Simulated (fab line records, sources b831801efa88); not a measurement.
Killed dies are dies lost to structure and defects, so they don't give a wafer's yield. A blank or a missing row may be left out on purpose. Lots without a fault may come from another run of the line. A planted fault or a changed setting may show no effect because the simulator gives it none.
A struck lot beside a sound one | flow sky130 | 43 steps out of a route of 708
Sound: wafers L311.2, L311.3, L311.5. Struck: wafers L322.3, L322.4, L322.5. The cause comes at the end.
At each step with rows: each side's tool, then ch and its chambers, then its first start. Under that, the readings that differ: sound wafers | struck wafers | difference of the means | sigmas: that difference in standard deviations of wafers without a fault.
alike: readings whose means differ by less than 2 such deviations, and words and numbers that are the same on both sides. not compared: withheld readings, readings that some wafer has no value for, bounds like >300 that may hide the same value, and numbers for which the record gives no deviation and whose values overlap.
The two part at a step that has a row with sigmas, a row that says differs or no value, or rows on one side only. Numbers that don't overlap but have no deviation are shown without sigmas and don't part them. A reading that every wafer of one side lacks parts them only if that side has two wafers or more.

first, 7 steps without rows for these wafers: SKY_METAL2_HMDS_08 (prime time 60 s); SKY_METAL2_COAT_09 (resist thk 60 nm); SKY_METAL2_COAT_10 (resist thk 450 nm); SKY_METAL2_SOFTBAKE_11 (time 90 s); SKY_METAL2_EXPOSE_12 (exposes mask MM2, target cd 140 nm); SKY_METAL2_PEB_13; SKY_METAL2_DEVELOP_14 (develop time 60 s).
SKY_METAL2_CD_MEAS_15: target cd 140 nm.
  sound on cd_sem-02, day 37 14:23; struck on cd_sem-01, day 40 18:21
  alike: cd_nm
SKY_METAL2_OVL_MEAS_16:
  sound on overlay-01, day 37 14:29; struck on overlay-02, day 40 18:26
  alike: METAL2_OVL
then, 3 steps without rows for these wafers: SKY_METAL2_DESCUM_17 (chemistry O2, time 8 s); SKY_METAL2_ETCH_18 (etches BARC in N2/H2, stops on SiO2, time 45.9 s, target depth 60 nm); SKY_METAL2_METAL_ETCH_19 (etches the open film in Cl2/BCl3, stops on SiO2, target depth 360 nm, time 78 s).
SKY_METAL2_STRIP_20: strips in O2/N2.
  sound on plasma_asher-04 ch 0,1, day 37 14:42; struck on plasma_asher-02 ch 0,1, day 40 18:41
  alike: drypump_motor_current_A, oes_product_au, strip_time_to_endpoint_s
  not compared: rf_hours_counter_h
then, 4 steps without rows for these wafers: SKY_METAL2_STRIP_21 (strips in post etch residue remover, time 1200 s); SKY_METAL2_CLEAN_22 (cleans in IPA, time 180 s); SKY_METAL2_CLEAN_23 (cleans in O3/DIW); SKY_VIA2_HDPCVD_00 (deposits SiO2, target thk 1180 nm, time 196.7 s).
SKY_VIA2_THK_MEAS_01:
  sound on film_metro-01, day 37 15:26; struck on film_metro-04, day 40 19:25
  alike: VIA2_HDPCVD_THK
then, 1 step without rows for these wafers: SKY_VIA2_CMP_02 (polishes SiO2).
SKY_VIA2_BOW_MEAS_03:
  sound on film_metro-04, day 37 15:49; struck on film_metro-04, day 40 19:48
  alike: VIA2_BOW
then, 8 steps without rows for these wafers: SKY_VIA2_DEHYDRATE_04 (time 60 s); SKY_VIA2_HMDS_05 (prime time 60 s); SKY_VIA2_COAT_06 (resist thk 60 nm); SKY_VIA2_COAT_07 (resist thk 450 nm); SKY_VIA2_SOFTBAKE_08 (time 90 s); SKY_VIA2_EXPOSE_09 (exposes mask VIM2, target cd 200 nm); SKY_VIA2_PEB_10; SKY_VIA2_DEVELOP_11 (develop time 60 s).
SKY_VIA2_CD_MEAS_12: target cd 200 nm.
  sound on cd_sem-02, day 38 17:19; struck on cd_sem-02, day 41 19:00
  alike: cd_nm
SKY_VIA2_OVL_MEAS_13:
  sound on overlay-01, day 38 17:25; struck on overlay-02, day 41 19:05
  alike: VIA2_OVL
SKY_VIA2_ETCH_14: etches BARC in N2/H2, stops on SiO2, time 45.9 s, target depth 60 nm.
  sound on rie_diel-03 ch 0,2,3, day 38 17:27; struck on rie_diel-03 ch 0,2,3, day 41 19:07
  alike: drypump_motor_current_A, oes_product_au, throttle_valve_pct
  not compared: rf_hours_counter_h
SKY_VIA2_ETCH_15: etches SiO2 in C4F8/O2/Ar, stops on TiN, target depth 546 nm, time 84 s.
  sound on rie_diel-03 ch 0,2,3, day 38 17:29; struck on rie_diel-03 ch 0,2,3, day 41 19:10
  alike: oes_product_au
  not compared: rf_hours_counter_h
SKY_VIA2_STRIP_16: strips in O2/N2.
  sound on plasma_asher-04 ch 0,1, day 38 17:34; struck on plasma_asher-02 ch 0,1, day 41 19:16
  reading               | sound             | struck            | difference | sigmas
  oes_product_au (a.u.) | 0.402 0.404 0.407 | 0.391 0.388 0.399 | -0.012     | -2
  alike: drypump_motor_current_A, strip_time_to_endpoint_s
  not compared: rf_hours_counter_h
then, 3 steps without rows for these wafers: SKY_VIA2_STRIP_17 (strips in post etch residue remover, time 1200 s); SKY_VIA2_CLEAN_18 (cleans in IPA, time 180 s); SKY_VIA2_CLEAN_19 (cleans in O3/DIW).
SKY_VIA2_SPUTTER_20: material TiN, target thk 20 nm, time 80 s.
  sound on pvd_sputter-04, day 38 18:09; struck on pvd_sputter-02, day 41 19:49
  alike: throttle_valve_pct
SKY_VIA2_CVD_21: deposits W, target thk 420 nm, time 126.4 s.
  sound on cvd_w-02 ch 0, day 38 18:13; struck on cvd_w-01 ch 0,1, day 41 19:55
  alike: heater_power_w
SKY_VIA2_RS_MEAS_22: measures by four-point-probe.
  sound on film_metro-01, day 38 18:22; struck on film_metro-04, day 41 20:03
  alike: VIA2_W_RS
SKY_VIA2_THK_MEAS_23: measures by xrf.
  sound on film_metro-01, day 38 18:28; struck on film_metro-04, day 41 20:09
  alike: VIA2_W_THK
then, 2 steps without rows for these wafers: SKY_VIA2_CMP_24 (polishes, stops on SiO2, t overpolish 20 s, target thk 0 nm); SKY_METAL3_SPUTTER_00 (material Ti, target thk 15 nm, time 10 s).
-- the record jumps here: 8 days lie between the struck wafers' starts before and after (it left off in module METAL3 and takes up again in module PAD_OPEN, whose first step shown is number 708 of the route) --
SKY_PAD_OPEN_PROBE_99:
  sound on prober-01, day 47 18:53; struck on prober-02, day 49 23:22
  reading                               | sound             | struck            | difference | sigmas
  defect_limited_yield (%)              | 82.1 82.5 80.1    | 72.6 76.0 74.6    | -7.2       | -4
  killed_at_M0_to_M3                    | 53 35 57          | 91 82 88          | +39        | +5
  killed_dies                           | 88 86 98          | 135 118 125       | +35        | +4
  sort_bin_3_pad_short (%)              | 1.2 1.8 0.8       | 2.4 2.2 2.4       | +1.1       | +3
  sort_bin_5_function (%)               | 10.8 10.6 12.6    | 18.1 15.7 16.3    | +5.4       | +4
  sort_n_pass                           | 404 406 394       | 357 374 367       | -35        | -4
  sort_yield_pct (%)                    | 82.1 82.5 80.1    | 72.6 76.0 74.6    | -7.2       | -4
  model.etest.tester.sort_n_pass        | 404 406 394       | 357 374 367       | -35        |
  model.etest.tester.sort_yield_pct (%) | 82.11 82.52 80.08 | 72.56 76.02 74.59 | -7.18      |
  model.etest.tester.sort_bin_5_pct (%) | 10.77 10.57 12.6  | 18.09 15.65 16.26 | +5.35      |
  model.etest.tester.sort_bin_3_pct (%) | 1.22 1.829 0.813  | 2.439 2.236 2.439 | +1.084     |
  alike: killed_at_M4_up, killed_at_contacts, killed_at_front_end, killed_at_other, killed_open, killed_short, sort_bin_6_memory

WHERE THEY PART
First at SKY_VIA2_STRIP_16; last, within this record, at SKY_PAD_OPEN_PROBE_99.

WHY: what the simulator had put in
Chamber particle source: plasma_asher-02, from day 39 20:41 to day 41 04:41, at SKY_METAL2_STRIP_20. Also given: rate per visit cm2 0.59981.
